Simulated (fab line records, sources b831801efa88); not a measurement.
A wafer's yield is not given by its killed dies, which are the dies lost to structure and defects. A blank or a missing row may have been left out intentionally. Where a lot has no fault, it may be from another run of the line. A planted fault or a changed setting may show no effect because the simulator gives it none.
Comparing a struck lot with a sound one	flow sky130	44 out of 708 route steps
Sound: wafers L326.3, L326.4, L326.5. Struck: wafers L344.2, L344.3, L344.4. The cause is given at the end.
Each step with rows lists, per side, the tool, then ch with its chambers, then its first start. Under that, the readings that differ: sound wafers	struck wafers	difference of the means	sigmas: that difference in standard deviations of wafers without a fault.
alike: words and numbers the same on both sides, and readings whose means are apart by under 2 such deviations; not compared: readings that were withheld, readings missing a value for some wafer, numbers with overlapping values and no deviation given by the record, and bounds like >300 which may hide the same value.
Wherever a step has rows on one side only, a row that says differs or no value, or a row with sigmas, the two part there. Non-overlapping numbers with no deviation appear without sigmas and do not part them. A reading that every wafer of one side lacks parts them only if that side has two wafers or more.

SKY_VIA2_SPUTTER_20: material TiN, target thk 20 nm, time 80 s.
  sound on pvd sputter-01, day 36 11:29; struck on pvd sputter-04, day 42 00:22
  alike: throttle valve pct
then, 1 step without rows for these wafers: SKY_VIA2_CVD_21 (deposits W, target thk 420 nm, time 126.4 s).
SKY_VIA2_RS_MEAS_22: a four-point-probe measurement.
  sound on film metro-01, day 36 11:43; struck on film metro-04, day 42 00:34
  alike: VIA2_W_RS
SKY_VIA2_THK_MEAS_23: measures by xrf.
  sound on film metro-01, day 36 11:49; struck on film metro-04, day 42 00:41
  alike: VIA2_W_THK
SKY_VIA2_CMP_24: polishes, stops on SiO2, t overpolish 20 s, target thk 0 nm.
  sound on cmp-01 ch 0,2,3, day 36 11:58; struck on cmp-02 ch 1,2,3, day 42 00:44
reading	sound	struck	difference	sigmas
time to endpoint s (s)	115 105 109	103 103 96	-9	-2
  alike: motor current A, overpolish run s
then, 5 steps without rows for these wafers: SKY_METAL3_SPUTTER_00 (material Ti, target thk 15 nm, time 10 s); SKY_METAL3_SPUTTER_01 (material TiN, target thk 20 nm, time 16.7 s); SKY_METAL3_SPUTTER_02 (material AlCu, target thk 735 nm, time 39.1 s); SKY_METAL3_SPUTTER_03 (material Ti, target thk 5 nm, time 3.3 s); SKY_METAL3_SPUTTER_04 (material TiN, target thk 70 nm, time 58.3 s).
SKY_CAPM_CVD_00: deposits SiO2, target thk 15.5 nm.
  sound on pecvd-04 ch 0,1,2, day 36 12:19; struck on pecvd-04 ch 0,1,2, day 42 01:11
  alike: heater power w
SKY_CAPM_THK_MEAS_01:
  sound on film metro-03, day 36 12:22; struck on film metro-01, day 42 01:13
  alike: CAPM_CVD_00_THK
SKY_CAPM_SPUTTER_02: material TiN, target thk 200 nm, time 166.7 s.
  sound on pvd sputter-04, day 36 12:24; struck on pvd sputter-04, day 42 01:16
reading	sound	struck	difference	sigmas
model.TiN_of_CAPM_SPUTTER_02.thk nm (nm)	197.5 197.6 200.6	206 204.9 206.3	+7	
  alike: throttle valve pct
SKY_CAPM_RS_MEAS_03: a four-point-probe measurement.
  sound on film metro-03, day 36 12:33; struck on film metro-03, day 42 01:23
reading	sound	struck	difference	sigmas
CAPM_TIN_RS (ohm/sq)	6.97 6.99 6.87	6.70 6.74 6.68	-0.24	-3
SKY_CAPM_THK_MEAS_04: measures by xrf.
  sound on film metro-03, day 36 12:39; struck on film metro-03, day 42 01:30
reading	sound	struck	difference	sigmas
CAPM_TIN_THK (nm)	195.6 196.3 198.2	203.3 202.6 204.0	+6.6	+3
then, 7 steps without rows for these wafers: SKY_CAPM_DEHYDRATE_05 (time 60 s); SKY_CAPM_HMDS_06 (prime time 60 s); SKY_CAPM_COAT_07 (resist thk 1140 nm); SKY_CAPM_SOFTBAKE_08 (time 60 s); SKY_CAPM_EXPOSE_09 (exposes mask CAPM, target cd 1000 nm); SKY_CAPM_PEB_10; SKY_CAPM_DEVELOP_11 (develop time 60 s).
SKY_CAPM_OVL_MEAS_12:
  sound on overlay-01, day 37 13:32; struck on overlay-02, day 43 01:10
  alike: CAPM_OVL
SKY_CAPM_METAL_ETCH_13: etches TiN in Cl2/BCl3, stops on SiO2, target depth 220 nm, time 62.9 s.
  sound on rie metal-03 ch 1, day 37 13:36; struck on rie metal-03 ch 0,1, day 43 01:12
reading	sound	struck	difference	sigmas
oes product au (a.u.)	0.944 0.930 0.947	0.973 0.955 0.962	+0.023	+3
model.etch.depth nm (nm)	197.5 197.6 200.6	206 204.9 206.3	+7	
model.CAPM.feature depth nm (nm)	198.1 198.2 201.2	206.6 205.5 206.9	+7.2	
  alike: drypump motor current A, he backside leak sccm, throttle valve pct
  not compared: rf hours counter h
SKY_CAPM_STRIP_14: strips in O2/N2.
  sound on plasma asher-04 ch 0,1, day 37 13:44; struck on plasma asher-01 ch 0,1, day 43 01:17
  alike: drypump motor current A, o2 flow sccm, oes product au, strip time to endpoint s
  not compared: rf hours counter h
then, 11 steps without rows for these wafers: SKY_CAPM_STRIP_15 (strips in post etch residue remover, time 1200 s); SKY_CAPM_CLEAN_16 (cleans in IPA, time 180 s); SKY_CAPM_CLEAN_17 (cleans in O3/DIW); SKY_METAL3_DEHYDRATE_05 (time 60 s); SKY_METAL3_HMDS_06 (prime time 60 s); SKY_METAL3_COAT_07 (resist thk 60 nm); SKY_METAL3_COAT_08 (resist thk 1130 nm); SKY_METAL3_SOFTBAKE_09 (time 90 s); SKY_METAL3_EXPOSE_10 (exposes mask MM3, target cd 300 nm); SKY_METAL3_PEB_11; SKY_METAL3_DEVELOP_12 (develop time 60 s).
SKY_METAL3_CD_MEAS_13 targets a cd of 300 nm.
  sound on cd sem-01, day 38 15:55; struck on cd sem-02, day 44 00:06
  alike: cd nm
SKY_METAL3_OVL_MEAS_14:
  sound on overlay-02, day 38 16:01; struck on overlay-02, day 44 00:13
  alike: METAL3_OVL
then, 1 step without rows for these wafers: SKY_METAL3_DESCUM_15 (chemistry O2, time 8 s).
SKY_METAL3_ETCH_16: etches BARC in N2/H2, stops on SiO2, time 88.2 s, target depth 60 nm.
  sound on rie metal-02 ch 0,1, day 38 16:06; struck on rie metal-03 ch 0,1, day 44 00:16
  alike: drypump motor current A, he backside leak sccm, oes product au, throttle valve pct
  not compared: rf hours counter h
then, 2 steps without rows for these wafers: SKY_METAL3_ETCH_17 (etches SiO2 in C4F8/O2/Ar, stops on TiN, time 3.9 s, target depth 15 nm); SKY_METAL3_METAL_ETCH_18 (etches the open film in Cl2/BCl3, stops on SiO2, target depth 845 nm, time 183.1 s).
SKY_METAL3_STRIP_20: strips in post etch residue remover, time 1200 s.
  sound on wet bench-02 ch 1, day 38 16:28; struck on wet bench-03 ch 2, day 44 00:40
reading	sound	struck	difference	sigmas
model.TiN_of_CAPM_SPUTTER_02.thk nm (nm)	196.7 196.8 199.8	205.2 204.1 205.5	+7.2	
-- the record jumps here: 6 days lie between the struck wafers' starts before and after (it left off in module METAL3 and takes up again in module PAD_OPEN, whose first step shown is number 708 of the route) --
SKY_PAD_OPEN_PROBE_99:
  sound on prober-02, day 46 00:16; struck on prober-02, day 50 06:19
reading	sound	struck	difference	sigmas
model.etest.cap mim.plate ohm sq	6.051 6.03 5.979	5.821 5.801 5.771	-0.222	
  alike: defect limited yield, killed_at_M0_to_M3, killed_at_M4_up, killed at contacts, killed at front end, killed at other, killed dies, killed open, killed short, sort_bin_3_pad_short, sort_bin_5_function, sort_bin_6_memory, sort n pass, sort yield pct

## WHERE THEY PART
Earliest at SKY_VIA2_CMP_24; latest, in this record, at SKY_CAPM_METAL_ETCH_13. Later steps at which nothing parts them and some readings are alike: SKY_CAPM_STRIP_14, SKY_METAL3_CD_MEAS_13, SKY_METAL3_OVL_MEAS_14, SKY_METAL3_ETCH_16, SKY_PAD_OPEN_PROBE_99.

WHY: what the simulator had put in
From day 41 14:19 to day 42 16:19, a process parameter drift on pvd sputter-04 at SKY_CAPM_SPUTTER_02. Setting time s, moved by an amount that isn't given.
